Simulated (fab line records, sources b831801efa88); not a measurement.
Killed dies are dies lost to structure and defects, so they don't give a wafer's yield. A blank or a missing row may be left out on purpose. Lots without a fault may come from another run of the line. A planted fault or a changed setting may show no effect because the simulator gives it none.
fab line records | flow sky130
record lots=6 wafers=18 last_day=50
route steps=708 shown LDD_LDN@291 SPACER@304 POLY_CUT@307 SD_P@320 RES_XHIGH@332 PAD_OPEN@708
lots that met no fault: from a run of the same line without faults
start_h: hours from the record's first day to the start of the lot's first wafer shown | wait_h: hours since the lot's step before | " the same as in the row above | L1.1+2: a row that stands for several wafers | - no value, or no start given | * or withheld: withheld | < > ~ a bound
route shown NAME@n: a module of which the file shows steps, and the number in the route of the first | usual: mean/standard deviation of fault-free wafers | same: alike in all rows | chamber/n: place in a boat | sites: the reading at each site | _std_site: their standard deviation | _edge_site: outer sites' mean less inner sites' | radius_mm: how far each site lies from the wafer's centre | mask NAME#n: copy n | behind: the tool/chamber that last shaped the wafer | hold: why the lot was held/for how many hours/how that ended | device: the transistor (n, p or np) that didn't switch | end of line: the same wafers' tests at the end of the route | a step without rows: its recipe alone | killed: dies lost to structure and defects at the first sort, not the wafer's yield | map: a wafer's dies, x killed, . not, _ none there
set.NAME: the setting as run; set.NAME@STEP: as run at that earlier step | model.NAME: the simulator's own value behind a step, which no gauge read
lots at some steps of the route; a table a step, a row a wafer
services: from which hour (start_h, from the record's first day; less than 0 if before it) a tool's chamber was out of use, for how many hours, and why
## steps
# step SKY_LDD_LDN_COAT_02
# recipe resist=NOVOLAK spin_rpm=3000 resist_thk_nm=1140
# step SKY_LDD_LDN_SOFTBAKE_03
# recipe temp_c=90 time_s=60 resist=NOVOLAK
# step SKY_LDD_LDN_EXPOSE_04
# recipe mask_id=LDNTM na=0.6 source_shape=conventional sigma_outer=0.6 polarization=unpolarized target_cd_nm=700 dose_mj=140
# step SKY_LDD_LDN_PEB_05
# recipe temp_c=withheld time_s=* resist=NOVOLAK
# step SKY_LDD_LDN_DEVELOP_06
# recipe resist=NOVOLAK developer=TMAH develop_time_s=60 dev_temp_c=23
# step SKY_LDD_LDN_OVL_MEAS_07
# usual LDD_LDN_OVL=0.0/1.5
# columns lot.wafer tool chamber start_h wait_h LDD_LDN_OVL[nm]
L309.1 overlay-01 - 528.46 0.1 3.7
L309.4 " - " " 2.0
L309.5 " - " " 2.2
L312.1 overlay-01 - 563.96 0.1 -0.9
L312.4 " - " " 0.5
L312.5 " - " " -0.4
L313.1 overlay-01 - 571.05 0.1 -2.0
L313.2 " - " " 0.2
L313.6 " - " " -0.8
L325.2 overlay-01 - 666.02 0.1 -1.7
L325.3 " - " " -0.6
L325.4 " - " " -1.6
L329.2 overlay-01 - 702.96 0.1 1.0
L329.4 " - " " 1.6
L329.5 " - " " -0.6
L331.1 overlay-01 - 712.84 0.1 0.4
L331.5 " - " " 1.0
L331.6 " - " " 1.4
# step SKY_LDD_LDN_IMPLANT_08
# recipe species=As energy_kev=15 dose_cm2=1.25e+13 tilt_deg=withheld rotation_deg=23
# step SKY_LDD_LDN_IMPLANT_09
# recipe species=As energy_kev=15 dose_cm2=1.25e+13 tilt_deg=withheld rotation_deg=113
# step SKY_LDD_LDN_IMPLANT_10
# recipe species=As energy_kev=15 dose_cm2=1.25e+13 tilt_deg=withheld rotation_deg=203
# step SKY_LDD_LDN_IMPLANT_11
# recipe species=As energy_kev=15 dose_cm2=1.26e+13 tilt_deg=withheld rotation_deg=293
# step SKY_LDD_LDN_STRIP_12
# recipe chemistry=O2/N2 power_w=1400 pressure_mtorr=1500 platen_temp_c=withheld o2_flow_sccm=3000 n2_flow_sccm=300 overash_fraction=0.5
# usual drypump_motor_current_A=5.7/0.4 oes_product_au=0.715/0.0046 strip_time_to_endpoint_s=14.18/0.034
# columns lot.wafer tool chamber start_h wait_h drypump_motor_current_A oes_product_au rf_hours_counter_h strip_time_to_endpoint_s
L309.1 plasma_asher-03 0 529.10 0.1 6.6 0.714 9 14.23
L309.4 " 1 " " 6.0 0.714 - 14.18
L309.5 " 1 " " 6.1 0.712 - 14.18
L312.1 plasma_asher-02 1 564.60 0.1 5.9 0.714 44 14.18
L312.4 " 1 " " 5.9 0.720 - 14.19
L312.5 " 1 " " 5.9 0.712 - 14.17
L313.1 plasma_asher-01 0 571.69 0.1 5.5 0.714 80 14.21
L313.2 " 1 " " 5.2 0.715 80 14.18
L313.6 " 0 " " 5.5 0.721 - 14.20
L325.2 plasma_asher-01 0 666.65 0.1 5.5 0.714 90 14.19
L325.3 " 0 " " 5.5 0.712 - 14.15
L325.4 " 1 " " 5.2 0.713 - 14.18
L329.2 plasma_asher-02 1 703.59 0.1 5.9 0.718 60 14.19
L329.4 " 1 " " 5.9 0.712 - 14.14
L329.5 " 0 " " 5.9 0.718 - 14.17
L331.1 plasma_asher-01 1 713.47 0.1 5.2 0.709 96 14.18
L331.5 " 0 " " 5.5 0.717 - 14.19
L331.6 " 1 " " 5.2 0.723 - 14.24
# step SKY_LDD_LDN_TW_MEAS_13
# usual LDD_LDN_TW=1489/7.3
# columns lot.wafer tool chamber start_h wait_h LDD_LDN_TW
L309.1 film_metro-01 - 529.20 0.1 1495
L309.4 " - " " 1494
L309.5 " - " " 1493
L312.1 film_metro-04 - 564.70 0.1 1508
L312.4 " - " " 1506
L312.5 " - " " 1496
L313.1 film_metro-02 - 571.79 0.1 1479
L313.2 " - " " 1474
L313.6 " - " " 1477
L325.2 film_metro-01 - 666.76 0.1 1489
L325.3 " - " " 1489
L325.4 " - " " 1493
L329.2 film_metro-01 - 703.70 0.1 1491
L329.4 " - " " 1480
L329.5 " - " " 1496
L331.1 film_metro-04 - 713.57 0.1 1491
L331.5 " - " " 1485
L331.6 " - " " 1495
# step SKY_LDD_LDN_CLEAN_14
# recipe chemistry=SC1/SC2 mix=1:4:20 temp_c=70 time_s=150 dry=n2_spin
# same time_s=150
# columns lot.wafer tool chamber start_h wait_h
L309.1+4+5 wet_bench-03 3 529.26 0.1
L312.1+4+5 wet_bench-01 1 564.76 0.1
L313.1+2+6 wet_bench-03 3 571.85 0.1
L325.2+3+4 wet_bench-01 0 666.81 0.0
L329.2+4+5 wet_bench-01 3 703.75 0.0
L331.1+5+6 wet_bench-01 2 713.63 0.1
# step SKY_SPACER_CVD_00
# recipe material=Si3N4 precursor=DCS/NH3 target_thk_nm=43.1 temp_c=770 time_s=740 pressure_mtorr=250
# step SKY_SPACER_THK_MEAS_01
# recipe reads=Si3N4_of_SPACER_CVD_00
# usual SPACER_CVD_00_THK=43.2/0.47
# columns lot.wafer tool chamber start_h wait_h SPACER_CVD_00_THK[nm]
L309.1 film_metro-02 - 531.12 0.0 42.1
L309.4 " - " " 42.3
L309.5 " - " " 42.3
L312.1 film_metro-01 - 566.07 0.0 43.6
L312.4 " - " " 43.4
L312.5 " - " " 43.2
L313.1 film_metro-02 - 585.08 0.0 43.7
L313.2 " - " " 44.6
L313.6 " - " " 44.0
L325.2 film_metro-01 - 668.07 0.0 43.1
L325.3 " - " " 43.3
L325.4 " - " " 43.0
L329.2 film_metro-02 - 705.01 0.0 42.7
L329.4 " - " " 43.0
L329.5 " - " " 42.9
L331.1 film_metro-01 - 714.94 0.0 43.3
L331.5 " - " " 43.2
L331.6 " - " " 43.3
# step SKY_SPACER_ETCHBACK_02
# recipe chemistry=CH3F/O2 target=Si3N4 stop_on=SiO2 source_w=400 bias_w=80 pressure_mtorr=25 ch3f_flow_sccm=40 O2_flow_sccm=30 time_s=46.7 target_depth_a=450
# step SKY_POLY_CUT_DEHYDRATE_00
# recipe temp_c=200 time_s=60
# step SKY_POLY_CUT_HMDS_01
# recipe prime_time_s=60 prime_temp_c=120
# step SKY_POLY_CUT_COAT_02
# recipe resist=BARC temp_c=withheld time_s=withheld spin_rpm=3000 resist_thk_nm=60
# step SKY_POLY_CUT_COAT_03
# recipe resist=KrF-thick spin_rpm=3000 resist_thk_nm=450
# step SKY_POLY_CUT_SOFTBAKE_04
# recipe temp_c=100 time_s=90 resist=KrF-thick
# step SKY_POLY_CUT_EXPOSE_05
# recipe mask_id=NPCM na=0.8 source_shape=annular sigma_inner=0.55 sigma_outer=0.85 target_cd_nm=270 dose_mj=32
# step SKY_POLY_CUT_PEB_06
# recipe peb_temp_c=withheld peb_time_s=withheld resist=KrF-thick
# step SKY_POLY_CUT_DEVELOP_07
# recipe develop_time_s=60 resist=KrF-thick dev_temp_c=21
# step SKY_POLY_CUT_CD_MEAS_08
# recipe target_cd_nm=270
# usual cd_nm=270.6/1.1
# columns lot.wafer tool chamber start_h wait_h cd_nm
L309.1 cd_sem-02 - 561.54 - 270.3
L309.4 " - " " 268.4
L309.5 " - " " 270.7
L312.1 cd_sem-01 - 594.24 - 269.8
L312.4 " - " " 271.1
L312.5 " - " " 269.9
L313.1 cd_sem-02 - 614.36 - 270.2
L313.2 " - " " 271.2
L313.6 " - " " 272.7
L325.2 cd_sem-01 - 696.03 - 270.7
L325.3 " - " " 270.4
L325.4 " - " " 270.2
L329.2 cd_sem-02 - 732.53 - 269.4
L329.4 " - " " 269.1
L329.5 " - " " 270.1
L331.1 cd_sem-01 - 742.99 - 268.9
L331.5 " - " " 268.8
L331.6 " - " " 269.6
# step SKY_POLY_CUT_OVL_MEAS_09
# usual POLY_CUT_OVL=-1/6.2
# columns lot.wafer tool chamber start_h wait_h POLY_CUT_OVL[nm]
L309.1 overlay-01 - 561.66 0.1 2
L309.4 " - " " -3
L309.5 " - " " -2
L312.1 overlay-01 - 594.36 0.1 -16
L312.4 " - " " -8
L312.5 " - " " -19
L313.1 overlay-02 - 614.48 0.1 -8
L313.2 " - " " 3
L313.6 " - " " 0
L325.2 overlay-01 - 696.14 0.1 0
L325.3 " - " " -4
L325.4 " - " " 4
L329.2 overlay-02 - 732.64 0.1 -3
L329.4 " - " " -7
L329.5 " - " " -5
L331.1 overlay-01 - 743.11 0.1 -5
L331.5 " - " " -6
L331.6 " - " " -8
# step SKY_POLY_CUT_ETCH_10
# recipe chemistry=N2/H2 target=BARC ion_energy_ev=200 source_w=500 bias_w=100 pressure_mtorr=30 n2_flow_sccm=100 h2_flow_sccm=200 stop_on=SiO2 time_s=45.9 target_depth_a=600
# usual drypump_motor_current_A=5.7/0.49 h2_flow_sccm=200.1/0.66 oes_product_au=0.855/0.0049 rf_fwd_power_W=494.7/2 throttle_valve_pct=13.226/0.009
# same time_s=45.9
# columns lot.wafer tool chamber start_h wait_h drypump_motor_current_A h2_flow_sccm oes_product_au rf_fwd_power_W rf_hours_counter_h throttle_valve_pct
L309.1 rie_diel-01 2 561.69 0.0 5.4 201.0 0.855 492.1 18 13.229
L309.4 " 0 " " 5.7 200.9 0.848 494.4 14 13.219
L309.5 " 3 " " 5.3 199.9 0.860 492.4 - 13.213
L312.1 rie_diel-01 3 594.40 0.0 5.3 199.7 0.860 492.8 5 13.227
L312.4 " 1 " " 6.3 200.8 0.854 494.0 9 13.224
L312.5 " 3 " " 5.3 200.0 0.849 494.6 - 13.245
L313.1 rie_diel-01 3 614.51 0.0 5.4 201.0 0.854 492.8 6 13.246
L313.2 " 1 " " 6.3 198.3 0.861 493.7 10 13.229
L313.6 " 2 " " 5.4 199.4 0.857 493.9 - 13.224
L325.2 rie_diel-01 2 696.17 0.0 5.4 200.0 0.859 494.6 20 13.234
L325.3 " 1 " " 6.3 200.2 0.852 496.1 12 13.213
L325.4 " 0 " " 5.7 200.2 0.853 494.2 17 13.210
L329.2 rie_diel-01 2 732.67 0.0 5.4 199.4 0.859 494.7 21 13.212
L329.4 " 1 " " 6.3 201.8 0.853 494.4 13 13.232
L329.5 " 0 " " 5.6 200.3 0.850 494.3 - 13.233
L331.1 rie_diel-03 3 743.14 0.0 5.6 200.3 0.852 493.1 29 13.242
L331.5 " 3 " " 5.6 200.0 0.861 491.9 - 13.230
L331.6 " 0 " " 4.9 200.2 0.846 493.7 - 13.231
# step SKY_POLY_CUT_ETCH_11
# recipe target=Si3N4 chemistry=CF4/CH2F2/Ar stop_on=poly-Si source_w=600 bias_w=150 pressure_mtorr=40 cf4_flow_sccm=40 ch2f2_flow_sccm=20 Ar_flow_sccm=150 time_s=42.5 target_depth_a=600
# usual drypump_motor_current_A=5.7/0.49 oes_product_au=0.829/0.0063 rf_fwd_power_W=593.3/2.4 throttle_valve_pct=14.994/0.0081
# same time_s=42.5
# columns lot.wafer tool chamber start_h wait_h drypump_motor_current_A oes_product_au rf_fwd_power_W rf_hours_counter_h throttle_valve_pct
L309.1 rie_diel-01 2 561.74 0.0 5.4 0.826 592.7 18 15.005
L309.4 " 0 " " 5.7 0.825 593.1 14 14.993
L309.5 " 3 " " 5.3 0.826 587.2 - 15.001
L312.1 rie_diel-01 3 594.44 0.0 5.3 0.828 588.7 5 15.003
L312.4 " 1 " " 6.3 0.819 593.7 9 14.991
L312.5 " 3 " " 5.3 0.828 589.0 - 14.995
L313.1 rie_diel-01 3 614.56 0.0 5.3 0.824 590.6 6 15.000
L313.2 " 1 " " 6.3 0.830 597.3 10 14.988
L313.6 " 2 " " 5.4 0.833 590.8 - 15.005
L325.2 rie_diel-01 2 696.21 0.0 5.4 0.827 592.3 20 15.004
L325.3 " 1 " " 6.3 0.832 594.7 12 14.992
L325.4 " 0 " " 5.6 0.829 594.0 17 15.001
L329.2 rie_diel-01 2 732.71 0.0 5.4 0.830 590.0 21 14.994
L329.4 " 1 " " 6.3 0.834 594.5 13 14.999
L329.5 " 0 " " 5.7 0.832 595.1 - 14.995
L331.1 rie_diel-03 3 743.19 0.0 5.6 0.829 595.1 29 14.999
L331.5 " 3 " " 5.6 0.824 594.1 - 14.990
L331.6 " 0 " " 4.9 0.817 592.4 - 14.990
# step SKY_POLY_CUT_STRIP_12
# recipe chemistry=O2/N2 power_w=1400 pressure_mtorr=1500 platen_temp_c=withheld o2_flow_sccm=3000 n2_flow_sccm=300 overash_fraction=0.5
# usual drypump_motor_current_A=6.0/0.47 oes_product_au=0.452/0.0044 strip_time_to_endpoint_s=5.359/0.017
# columns lot.wafer tool chamber start_h wait_h drypump_motor_current_A oes_product_au rf_hours_counter_h strip_time_to_endpoint_s
L309.1 plasma_asher-03 0 561.78 0.0 6.6 0.452 13 5.345
L309.4 " 1 " " 6.1 0.454 - 5.351
L309.5 " 1 " " 6.0 0.461 - 5.347
L312.1 plasma_asher-03 1 594.48 0.0 6.0 0.453 16 5.369
L312.4 " 0 " " 6.5 0.441 - 5.360
L312.5 " 0 " " 6.5 0.452 - 5.373
L313.1 plasma_asher-02 1 614.60 0.0 5.9 0.456 49 5.364
L313.2 " 0 " " 5.9 0.445 49 5.345
L313.6 " 1 " " 5.9 0.455 - 5.356
L325.2 plasma_asher-02 1 696.25 0.0 5.9 0.450 59 5.352
L325.3 " 0 " " 5.9 0.450 - 5.345
L325.4 " 1 " " 5.9 0.452 - 5.342
L329.2 plasma_asher-03 1 732.75 0.0 6.0 0.451 22 5.352
L329.4 " 0 " " 6.6 0.452 - 5.374
L329.5 " 1 " " 6.0 0.452 - 5.356
L331.1 plasma_asher-04 0 743.23 0.0 5.1 0.457 0 5.360
L331.5 " 0 " " 5.2 0.449 - 5.355
L331.6 " 1 " " 6.4 0.449 - 5.369
# step SKY_SD_P_DEHYDRATE_00
# recipe temp_c=200 time_s=60
# step SKY_SD_P_HMDS_01
# recipe prime_time_s=60 prime_temp_c=120
# step SKY_SD_P_COAT_02
# recipe resist=NOVOLAK spin_rpm=3000 resist_thk_nm=1140
# step SKY_SD_P_SOFTBAKE_03
# recipe temp_c=90 time_s=60 resist=NOVOLAK
# step SKY_SD_P_EXPOSE_04
# recipe mask_id=PSDM na=0.6 source_shape=conventional sigma_outer=0.6 polarization=unpolarized target_cd_nm=380 dose_mj=138
# step SKY_SD_P_PEB_05
# recipe temp_c=withheld time_s=* resist=NOVOLAK
# step SKY_SD_P_DEVELOP_06
# recipe resist=NOVOLAK developer=TMAH develop_time_s=60 dev_temp_c=23
# step SKY_SD_P_CD_MEAS_07
# recipe target_cd_nm=380
# usual cd_nm=379.6/2.5
# columns lot.wafer tool chamber start_h wait_h cd_nm
L309.1 cd_sem-01 - 590.49 0.1 378.6
L309.4 " - " " 377.0
L309.5 " - " " 380.5
L312.1 cd_sem-01 - 623.80 0.1 377.3
L312.4 " - " " 378.6
L312.5 " - " " 377.2
L313.1 cd_sem-02 - 643.59 0.1 375.6
L313.2 " - " " 374.4
L313.6 " - " " 375.5
L325.2 cd_sem-01 - 723.16 0.1 381.7
L325.3 " - " " 379.5
L325.4 " - " " 380.0
L329.2 cd_sem-02 - 759.65 0.3 378.7
L329.4 " - " " 377.7
L329.5 " - " " 376.6
L331.1 cd_sem-02 - 769.90 0.1 380.7
L331.5 " - " " 379.5
L331.6 " - " " 381.8
# step SKY_SD_P_OVL_MEAS_08
# usual SD_P_OVL=-1.5/1.4
# columns lot.wafer tool chamber start_h wait_h SD_P_OVL[nm]
L309.1 overlay-01 - 590.61 0.1 -2.1
L309.4 " - " " -0.5
L309.5 " - " " -0.4
L312.1 overlay-02 - 623.92 0.1 -2.4
L312.4 " - " " -2.8
L312.5 " - " " -0.1
L313.1 overlay-01 - 643.71 0.1 -1.1
L313.2 " - " " -1.1
L313.6 " - " " -2.8
L325.2 overlay-01 - 723.26 0.1 -1.0
L325.3 " - " " -0.7
L325.4 " - " " -1.2
L329.2 overlay-01 - 759.75 0.1 -0.2
L329.4 " - " " -1.8
L329.5 " - " " -2.0
L331.1 overlay-02 - 770.02 0.1 -2.1
L331.5 " - " " -2.8
L331.6 " - " " -1.9
# step SKY_SD_P_IMPLANT_09
# recipe species=BF2 energy_kev=20.22 dose_cm2=3e+15 tilt_deg=0
# step SKY_SD_P_STRIP_10
# recipe chemistry=O2/N2 power_w=1400 pressure_mtorr=1500 platen_temp_c=withheld o2_flow_sccm=3000 n2_flow_sccm=300 overash_fraction=0.5
# usual drypump_motor_current_A=5.7/0.47 oes_product_au=0.616/0.0045 strip_time_to_endpoint_s=17.54/0.04
# columns lot.wafer tool chamber start_h wait_h drypump_motor_current_A oes_product_au rf_hours_counter_h strip_time_to_endpoint_s
L309.1 plasma_asher-04 0 590.79 0.1 5.2 0.612 89 17.55
L309.4 " 0 " " 5.2 0.617 - 17.62
L309.5 " 0 " " 5.2 0.610 - 17.58
L312.1 plasma_asher-02 1 624.11 0.1 5.9 0.612 50 17.56
L312.4 " 0 " " 5.9 0.620 - 17.61
L312.5 " 0 " " 5.9 0.613 - 17.64
L313.1 plasma_asher-04 0 643.89 0.1 5.1 0.620 94 17.54
L313.2 " 1 " " 6.4 0.612 94 17.54
L313.6 " 1 " " 6.4 0.618 - 17.52
L325.2 plasma_asher-02 1 723.44 0.1 5.9 0.618 62 17.54
L325.3 " 1 " " 5.9 0.612 - 17.60
L325.4 " 0 " " 5.9 0.617 - 17.58
L329.2 plasma_asher-04 1 759.93 0.1 6.5 0.614 1 17.48
L329.4 " 1 " " 6.4 0.620 - 17.54
L329.5 " 0 " " 5.1 0.623 - 17.49
L331.1 plasma_asher-01 1 770.21 0.1 5.1 0.613 103 17.61
L331.5 " 1 " " 5.2 0.613 - 17.60
L331.6 " 0 " " 5.5 0.615 - 17.57
# step SKY_SD_P_TW_MEAS_11
# usual SD_P_TW=2841/19
# columns lot.wafer tool chamber start_h wait_h SD_P_TW
L309.1 film_metro-02 - 590.89 0.1 2845
L309.4 " - " " 2846
L309.5 " - " " 2840
L312.1 film_metro-02 - 624.21 0.1 2857
L312.4 " - " " 2841
L312.5 " - " " 2826
L313.1 film_metro-04 - 643.99 0.1 2861
L313.2 " - " " 2853
L313.6 " - " " 2854
L325.2 film_metro-03 - 723.55 0.1 2830
L325.3 " - " " 2813
L325.4 " - " " 2825
L329.2 film_metro-04 - 760.04 0.1 2846
L329.4 " - " " 2842
L329.5 " - " " 2854
L331.1 film_metro-02 - 770.31 0.1 2869
L331.5 " - " " 2851
L331.6 " - " " 2876
# step SKY_RES_XHIGH_DEHYDRATE_00
# recipe temp_c=200 time_s=60
# step SKY_PAD_OPEN_PROBE_99
# usual killed_at_M0_to_M3=43/6.8 killed_at_M4_up=3.1/1.6 killed_at_contacts=24/5.4 killed_at_front_end=16/4.4 killed_at_other=0.2/0.48 killed_dies=87/8.8 killed_open=48/6.4 killed_short=39/6.2
# same gross_dies=492 killed_at_back_side=0
# columns lot.wafer tool chamber start_h wait_h hold killed_at_M0_to_M3 killed_at_M4_up killed_at_contacts killed_at_front_end killed_at_other killed_dies killed_open killed_short
L309.1 prober-01 - 1078.46 0.1 - 40 2 29 20 0 91 46 45
L309.4 prober-01 - 1078.61 0.2 - 49 4 25 21 0 99 47 52
L309.5 prober-01 - 1078.66 0.2 - 39 5 20 17 0 81 33 48
L312.1 prober-02 - 1101.12 0.1 - 43 4 23 12 0 82 42 40
L312.4 prober-02 - 1101.27 0.2 - 46 4 31 12 1 94 52 42
L312.5 prober-02 - 1101.32 0.2 - 43 2 18 16 1 80 40 40
L313.1 prober-02 - 1118.58 0.1 - 37 3 20 15 1 76 39 37
L313.2 prober-02 - 1118.63 0.1 - 42 3 29 15 0 89 40 49
L313.6 prober-02 - 1118.83 0.2 - 49 1 15 10 0 75 39 36
L325.2 prober-01 - 1172.33 0.1 - 39 5 17 23 0 84 50 34
L325.3 prober-01 - 1172.38 0.2 - 44 2 24 16 0 86 44 42
L325.4 prober-01 - 1172.43 0.2 - 41 6 22 16 0 85 56 29
L329.2 prober-02 - 1195.30 0.1 await_dispo/3.0h/release 52 1 19 48 0 120 46 48
L329.4 prober-02 - 1195.40 0.2 await_dispo/3.0h/release 45 1 22 45 0 113 56 28
L329.5 prober-02 - 1195.45 0.2 await_dispo/3.0h/release 41 5 21 48 0 115 44 45
L331.1 prober-01 - 1198.98 0.1 await_dispo/2.6h/release 35 2 22 64 0 123 42 35
L331.5 prober-01 - 1199.18 0.2 await_dispo/2.6h/release 24 4 23 58 0 109 29 33
L331.6 prober-01 - 1199.23 0.2 await_dispo/2.6h/release 29 1 31 60 0 121 41 29
# killed by level:class
L309.1 METAL2:geometric_particle:short=8 POLY_GATE:geometric_particle:open=7 CONTACT:geometric_particle:short=7 LI_CONTACT:geometric_particle:open=6 LOCAL_INTERCONNECT:geometric_particle:short=6 CONTACT:geometric_particle:open=6 VIA3:geometric_particle:open=6 FIELD_ISO:geometric_particle:open=4
L309.4 FIELD_ISO:geometric_particle:open=10 VIA3:geometric_particle:open=7 CONTACT:geometric_particle:open=7 CONTACT:geometric_particle:short=7 METAL1:geometric_particle:short=6 VIA1:geometric_particle:short=6 METAL2:geometric_particle:short=6 VIA2:geometric_particle:open=6
L309.5 METAL2:geometric_particle:short=11 FIELD_ISO:geometric_particle:short=8 CONTACT:geometric_particle:open=7 VIA1:geometric_particle:short=7 VIA2:geometric_particle:open=6 CONTACT:geometric_particle:short=5 VIA1:geometric_particle:open=5 VIA3:geometric_particle:open=5
L312.1 METAL1:geometric_particle:short=10 CONTACT:geometric_particle:short=7 CONTACT:geometric_particle:open=7 VIA2:geometric_particle:open=7 LI_CONTACT:geometric_particle:open=6 VIA1:geometric_particle:open=6 VIA3:geometric_particle:open=6 POLY_GATE:geometric_particle:open=4
L312.4 CONTACT:geometric_particle:open=16 METAL1:geometric_particle:short=8 LI_CONTACT:geometric_particle:open=7 VIA3:geometric_particle:open=7 VIA1:geometric_particle:open=6 METAL3:geometric_particle:short=6 VIA1:geometric_particle:short=5 FIELD_ISO:geometric_particle:open=4
L312.5 METAL1:geometric_particle:short=10 LI_CONTACT:geometric_particle:open=9 VIA1:geometric_particle:open=7 VIA1:geometric_particle:short=6 FIELD_ISO:geometric_particle:open=5 CONTACT:geometric_particle:open=5 POLY_GATE:geometric_particle:short=4 METAL3:geometric_particle:short=4
L313.1 VIA1:geometric_particle:open=11 METAL1:geometric_particle:short=8 CONTACT:geometric_particle:open=7 FIELD_ISO:geometric_particle:open=5 VIA2:geometric_particle:open=5 LI_CONTACT:geometric_particle:open=5 CONTACT:geometric_particle:short=4 METAL2:geometric_particle:short=4
L313.2 CONTACT:geometric_particle:open=12 METAL2:geometric_particle:short=9 VIA1:geometric_particle:open=7 LI_CONTACT:geometric_particle:short=6 POLY_GATE:geometric_particle:short=5 VIA1:geometric_particle:short=5 METAL3:geometric_particle:short=5 LI_CONTACT:geometric_particle:open=4
L313.6 VIA1:geometric_particle:open=12 VIA2:geometric_particle:open=7 CONTACT:geometric_particle:open=6 METAL1:geometric_particle:short=6 METAL2:geometric_particle:short=5 VIA1:geometric_particle:short=5 LI_CONTACT:geometric_particle:open=4 METAL2:geometric_particle:open=4
L325.2 VIA1:geometric_particle:open=9 VIA2:geometric_particle:open=9 CONTACT:geometric_particle:open=7 FIELD_ISO:geometric_particle:open=5 POLY_GATE:geometric_particle:open=5 LI_CONTACT:geometric_particle:open=5 METAL4:geometric_particle:short=5 FIELD_ISO:geometric_particle:short=4
L325.3 VIA1:geometric_particle:open=10 VIA3:geometric_particle:open=8 CONTACT:geometric_particle:short=6 CONTACT:geometric_particle:open=6 VIA2:geometric_particle:open=6 FIELD_ISO:geometric_particle:open=5 POLY_GATE:geometric_particle:short=5 LI_CONTACT:geometric_particle:open=5
L325.4 VIA3:geometric_particle:open=11 VIA1:geometric_particle:open=9 CONTACT:geometric_particle:open=8 LI_CONTACT:geometric_particle:open=7 POLY_GATE:geometric_particle:open=6 VIA2:geometric_particle:open=5 POLY_GATE:geometric_particle:short=4 METAL1:geometric_particle:short=4
L329.2 LDD_LDN:unspecified=26 VIA1:geometric_particle:open=9 METAL2:geometric_particle:short=9 LI_CONTACT:geometric_particle:open=7 VIA1:geometric_particle:short=7 VIA3:geometric_particle:open=6 POLY_GATE:geometric_particle:short=5 POLY_GATE:geometric_particle:open=5
L329.4 LDD_LDN:unspecified=29 VIA1:geometric_particle:open=13 VIA3:geometric_particle:open=12 LI_CONTACT:geometric_particle:open=11 CONTACT:geometric_particle:open=9 FIELD_ISO:geometric_particle:open=5 FIELD_ISO:geometric_particle:short=5 METAL1:geometric_particle:short=5
L329.5 LDD_LDN:unspecified=26 VIA1:geometric_particle:open=13 METAL2:geometric_particle:short=7 FIELD_ISO:geometric_particle:open=6 POLY_GATE:geometric_particle:short=6 CONTACT:geometric_particle:open=6 FIELD_ISO:geometric_particle:short=5 VIA1:geometric_particle:short=5
L331.1 LDD_LDN:unspecified=46 LI_CONTACT:geometric_particle:open=8 FIELD_ISO:geometric_particle:open=6 VIA1:geometric_particle:open=6 METAL2:geometric_particle:short=6 LI_CONTACT:geometric_particle:short=5 CONTACT:geometric_particle:open=4 VIA1:geometric_particle:short=4
L331.5 LDD_LDN:unspecified=47 LI_CONTACT:geometric_particle:open=7 CONTACT:geometric_particle:open=7 LOCAL_INTERCONNECT:geometric_particle:short=6 FIELD_ISO:geometric_particle:short=5 VIA2:geometric_particle:open=5 METAL1:geometric_particle:short=4 CONTACT:geometric_particle:short=3
L331.6 LDD_LDN:unspecified=51 CONTACT:geometric_particle:open=10 LI_CONTACT:geometric_particle:open=8 CONTACT:geometric_particle:short=6 VIA3:geometric_particle:open=5 VIA2:geometric_particle:open=5 LI_CONTACT:geometric_particle:short=4 VIA1:geometric_particle:open=4
# map L329.2 (x killed, . not)
__________...x......_________
________.............._______
______.x....xx....x....._____
_____..xxx...x....x......____
____....x...xxx....xx.....___
___x.x...x........xx.......__
__.x...x....x.x.xxx........._
_.....xx..x................x.
_......x..x.x......x...x.....
_...........x.x..x....x......
_xxxx......xx...x.x.......x..
_xxx......xx..x..x...........
_xxxxxx...............x....xx
_xxxxxx..x.........x.....xx..
_xxxxx.....x.x....x.....x....
__xxx.x.x..................x_
___.xx..x...x..x.x.x.....xx__
____xx..x..x.x.......x....___
_____........x..x.xx...x.____
______...x.............x_____
________.xx...x.x..x.._______
__________.x.x......_________
# map L331.1 (x killed, . not)
__________.....x...._________
________............xx_______
______..x.....x.x......x_____
_____.x...............x.x____
____...x..x...x.x........x___
___..........xx...x..x.....__
__................x........._
_x..x........x..........x....
_x..x.................xx.....
_..............x.x.....x.x...
_...x......x...xxx...........
_.x.........x.....xx....x....
_x......x...xx.........x..x..
_...x......x.....x.......xx..
_x...x...xx....x......x...xxx
__..x.x....xxx.x.xx........._
___.x......xxxxxx.x....x.x.__
____......xxxxxxxxxxx.x...___
_____.x....xxxxxxx..x....____
______...x.xxxxxx.x...xx_____
________x...xxxxxx...._______
__________.xxx.xx..._________
## services
# columns tool chamber start_h hours kind
rie_diel-03 - 520.82 14.6 pm
plasma_asher-03 - 524.20 1.9 repair
rie_diel-03 2 544.73 2.4 repair
rie_diel-03 0 547.89 11.1 repair
rie_diel-03 3 549.01 4.9 repair
plasma_asher-04 - 563.14 1.4 repair
wet_bench-03 - 573.67 3.3 repair
rie_diel-03 - 580.95 2.8 pm
rie_diel-01 3 598.76 4.3 repair
plasma_asher-04 - 613.84 0.6 repair
wet_bench-03 - 617.46 4.0 repair
rie_diel-01 - 617.92 2.8 pm
plasma_asher-02 - 618.17 1.3 repair
rie_diel-03 3 642.89 1.5 repair
plasma_asher-03 - 657.68 74.9 pm
rie_diel-01 2 676.45 18.7 repair
rie_diel-03 1 685.82 5.5 repair
plasma_asher-04 - 733.75 9.0 pm
plasma_asher-04 0 733.75 9.0 vent_cycle
plasma_asher-04 1 733.75 9.0 vent_cycle
wet_bench-03 - 748.49 1.9 pm
plasma_asher-04 - 758.64 0.5 repair
plasma_asher-03 - 763.03 1.3 repair
plasma_asher-02 - 763.84 2.3 repair
## key
first_sign step=SKY_PAD_OPEN_PROBE_99 reading=killed_at_front_end direction=up sigmas=8.6 usual=16 struck=54
effect step=SKY_PAD_OPEN_PROBE_99 reading=killed_dies direction=up sigmas=3.4 usual=87 struck=117
met_at SKY_LDD_LDN_CLEAN_14
struck_wafers L329.2,L329.4,L329.5,L331.1,L331.5,L331.6
tester_left_out L329,L331
onset_between 666.81 703.75
also_fits time
fault kind=chamber_particle_source tool=wet_bench-01 chamber=- onset_h=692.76 steps=SKY_LDD_LDN_CLEAN_14 rate_per_visit_cm2=0.47818 end_h=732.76
# tester_left_out: of these lots the tester's yield and bins aren't shown, on N5 and GAA mostly nor the transistor test; their killed dies are dies lost to structure and defects alone, not to doping, threshold or leakage, so they don't give the yield
